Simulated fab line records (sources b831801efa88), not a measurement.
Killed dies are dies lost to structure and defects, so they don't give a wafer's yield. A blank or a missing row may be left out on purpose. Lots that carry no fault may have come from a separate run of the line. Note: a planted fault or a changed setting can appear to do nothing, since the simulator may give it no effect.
Chamber matching ; flow sky130 ; cmp-02 running SKY_CONTACT_CMP_04: 4 sister chambers
The step polishes SiO2. 8 wafers are shown with their chamber, then 11 later ones without.

## WAFERS WITH THEIR CHAMBER
wafer;chamber;motor_current_A (A);time_to_endpoint_s (s)
L087.2;1;12.0;82
L088.1;1;11.8;82
L088.2;3;13.5;85
L088.3;0;11.6;81
L090.1;2;13.8;80
L090.3;0;11.4;85
L090.6;3;12.6;83
L092.2;2;13.6;83

## WAFERS WITHOUT THEIR CHAMBER
wafer;motor_current_A (A);time_to_endpoint_s (s)
L092.5;12.1;87
L092.6;12.9;82
L094.1;11.6;86
L094.4;12.9;83
L094.5;14.8;83
L095.1;10.8;84
L095.5;13.3;86
L095.6;11.4;88
L096.2;11.7;85
L096.4;11.8;87
L096.5;11.8;82

## EACH ONE'S CHAMBER
wafer;from the rows above;in truth
L092.5;can't be placed: 1 or 0 or 3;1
L092.6;can't be placed: 3 or 2 or 1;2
L094.1;can't be placed: 0 or 1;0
L094.4;can't be placed: 3 or 2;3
L094.5;can't be placed: 2 or 3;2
L095.1;can't be placed: 0 or 1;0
L095.5;can't be placed: 3 or 2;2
L095.6;can't be placed: 0 or 1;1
L096.2;can't be placed: 0 or 1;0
L096.4;can't be placed: 0 or 1 or 3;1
L096.5;can't be placed: 1 or 0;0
Correctly placed: 0 of 11. Unplaceable from these rows: 11, with the true chamber sitting among the candidates in 11. 0 placed wrongly.
How it was worked out, from the rows above alone: a wafer's distance from a chamber is the root of the sum, over the readings, of the square of ((its reading less the chamber's mean) divided by the reading's scatter). The wafer belongs to the nearest chamber; if the next one is less than 2 further off, it can't be placed. Each chamber's mean is taken over the wafers shown for it. The scatter: take each reading less its chamber's mean, square it, sum over the shown wafers, divide by the number of wafers less the number of chambers, and take the root.
